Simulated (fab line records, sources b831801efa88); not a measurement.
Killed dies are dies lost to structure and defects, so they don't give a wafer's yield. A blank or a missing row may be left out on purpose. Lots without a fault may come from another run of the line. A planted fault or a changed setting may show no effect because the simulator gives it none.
Which tool did it? | flow gf180mcu | 11 lots, 33 wafers sampled, at 4 steps of a route of 602

WHAT THE GAUGES READ, wafer by wafer
GF_M1_THK_MEAS_06: measures by xrf. Usual: M1_ALCU_THK 451 nm, standard deviation 6.2.
lot  | measured     | on            | M1_ALCU_THK (nm) | flag
L147 | day 16 07:51 | film_metro-01 | 458 447 459      |
L149 | day 17 01:13 | film_metro-01 | 448 444 444      |
L150 | day 17 05:51 | film_metro-03 | 449 449 451      |
L155 | day 19 01:05 | film_metro-03 | 424 450 450      |
L156 | day 19 20:58 | film_metro-03 | 448 425 449      |
L160 | day 22 01:05 | film_metro-03 | 454 459 453      |
L162 | day 22 03:44 | film_metro-03 | 466 466 461      |
L163 | day 22 15:06 | film_metro-01 | 446 441 443      |
L165 | day 22 23:35 | film_metro-03 | 449 449 445      |
L169 | day 24 04:22 | film_metro-04 | 453 450 450      |
L170 | day 24 15:49 | film_metro-03 | 454 452 454      |

WHICH TOOL RAN EACH LOT (tool, then ch and the chambers of the sampled wafers, then the start)
lot  | GF_CONTACT_STRIP_18                  | GF_M1_SPUTTER_03             | GF_M1_SPUTTER_04
L147 | plasma_asher-02 ch 0,1, day 16 06:32 | pvd_sputter-02, day 16 07:40 | pvd_sputter-02, day 16 07:41
L149 | plasma_asher-01 ch 0,1, day 16 23:53 | pvd_sputter-02, day 17 01:01 | pvd_sputter-02, day 17 01:02
L150 | plasma_asher-03 ch 0,1, day 17 04:31 | pvd_sputter-04, day 17 05:40 | pvd_sputter-04, day 17 05:41
L155 | plasma_asher-02 ch 0,1, day 18 23:46 | pvd_sputter-04, day 19 00:55 | pvd_sputter-04, day 19 00:56
L156 | plasma_asher-01 ch 0,1, day 19 19:40 | pvd_sputter-04, day 19 20:46 | pvd_sputter-04, day 19 20:47
L160 | plasma_asher-03 ch 0,1, day 21 23:47 | pvd_sputter-03, day 22 00:55 | pvd_sputter-03, day 22 00:56
L162 | plasma_asher-03 ch 0,1, day 22 02:26 | pvd_sputter-02, day 22 03:34 | pvd_sputter-02, day 22 03:35
L163 | plasma_asher-01 ch 0,1, day 22 13:47 | pvd_sputter-02, day 22 14:54 | pvd_sputter-02, day 22 14:55
L165 | plasma_asher-03 ch 0,1, day 22 22:14 | pvd_sputter-04, day 22 23:23 | pvd_sputter-04, day 22 23:25
L169 | plasma_asher-02 ch 0, day 24 01:36   | pvd_sputter-04, day 24 04:11 | pvd_sputter-04, day 24 04:13
L170 | plasma_asher-01 ch 0,1, day 24 14:30 | pvd_sputter-02, day 24 15:38 | pvd_sputter-02, day 24 15:40
- GF_CONTACT_STRIP_18: strips in O2/N2.
- GF_M1_SPUTTER_03: material Ti, target thk 10 nm, time 6.7 s.
- GF_M1_SPUTTER_04: material TiN, target thk 50 nm, time 41.7 s.

WHAT THE TOOLS THEMSELVES READ (means of the sampled wafers that have a number; where no wafer has one, the mark that the record gives instead)
GF_CONTACT_STRIP_18. Usual: drypump_motor_current_A 5.5 A, standard deviation 0.61; heater_power_w 357 W, standard deviation 34; oes_product_au 0.581 a.u., standard deviation 0.0052.
lot  | tool            | drypump_motor_current_A (A) | heater_power_w (W) | oes_product_au (a.u.) | flag
L147 | plasma_asher-02 | 6.3                         | 324                | 0.578                 |
L149 | plasma_asher-01 | 5.6                         | 332                | 0.586                 |
L150 | plasma_asher-03 | 4.8                         | 381                | 0.578                 |
L155 | plasma_asher-02 | 6.3                         | 322                | 0.582                 |
L156 | plasma_asher-01 | 5.6                         | 369                | 0.580                 |
L160 | plasma_asher-03 | 4.8                         | 379                | 0.584                 |
L162 | plasma_asher-03 | 4.8                         | 384                | 0.585                 |
L163 | plasma_asher-01 | 5.6                         | 342                | 0.581                 |
L165 | plasma_asher-03 | 4.8                         | 382                | 0.574                 |
L169 | plasma_asher-02 | 6.2                         | 301                | 0.581                 |
L170 | plasma_asher-01 | 5.6                         | 363                | 0.585                 |

GF_M1_SPUTTER_03. Usual: chamber_pressure_pa 0.3001 Pa, standard deviation 0.00064; throttle_valve_pct 29.7 %, standard deviation 1.1.
lot  | tool           | chamber_pressure_pa (Pa) | throttle_valve_pct (%) | flag
L147 | pvd_sputter-02 | 0.2998                   | 30.1                   |
L149 | pvd_sputter-02 | 0.3001                   | 30.3                   |
L150 | pvd_sputter-04 | 0.2997                   | 28.8                   |
L155 | pvd_sputter-04 | 0.2994                   | 29.9                   |
L156 | pvd_sputter-04 | 0.2996                   | 29.2                   |
L160 | pvd_sputter-03 | 0.3002                   | 31.0                   |
L162 | pvd_sputter-02 | 0.2999                   | 29.4                   |
L163 | pvd_sputter-02 | 0.3002                   | 29.5                   |
L165 | pvd_sputter-04 | 0.3000                   | 29.4                   |
L169 | pvd_sputter-04 | 0.3003                   | 29.0                   |
L170 | pvd_sputter-02 | 0.3003                   | 29.2                   |

GF_M1_SPUTTER_04. Usual: chamber_pressure_pa 0.4001 Pa, standard deviation 0.00084; throttle_valve_pct 29.7 %, standard deviation 1.2.
lot  | tool           | chamber_pressure_pa (Pa) | throttle_valve_pct (%) | flag
L147 | pvd_sputter-02 | 0.4010                   | 30.0                   |
L149 | pvd_sputter-02 | 0.4006                   | 30.0                   |
L150 | pvd_sputter-04 | 0.4012                   | 28.9                   |
L155 | pvd_sputter-04 | 0.3995                   | 30.2                   |
L156 | pvd_sputter-04 | 0.3991                   | 29.2                   |
L160 | pvd_sputter-03 | 0.4000                   | 31.1                   |
L162 | pvd_sputter-02 | 0.4000                   | 29.3                   |
L163 | pvd_sputter-02 | 0.4001                   | 29.3                   |
L165 | pvd_sputter-04 | 0.4009                   | 29.5                   |
L169 | pvd_sputter-04 | 0.4001                   | 28.8                   |
L170 | pvd_sputter-02 | 0.4009                   | 29.2                   |

THE ANSWER, worked out from the rows above alone
Rule: a lot is off if the mean of its wafers that have a number lies more than 3 standard deviations from the usual mean. A lot without any number at a reading at which 4 lots or more have one is off too. The other lots that the step has rows for count as sound. The gauges are gone through in route order, then the tools' own readings, and for those a lot's mean is taken as printed above. The first step at which some lot is off is used, and at that step the reading that is off furthest; a lot without a number counts as furthest.
No lot is off at any reading shown: from this, nothing can be told.

WHAT THE SIMULATOR HAD PUT IN
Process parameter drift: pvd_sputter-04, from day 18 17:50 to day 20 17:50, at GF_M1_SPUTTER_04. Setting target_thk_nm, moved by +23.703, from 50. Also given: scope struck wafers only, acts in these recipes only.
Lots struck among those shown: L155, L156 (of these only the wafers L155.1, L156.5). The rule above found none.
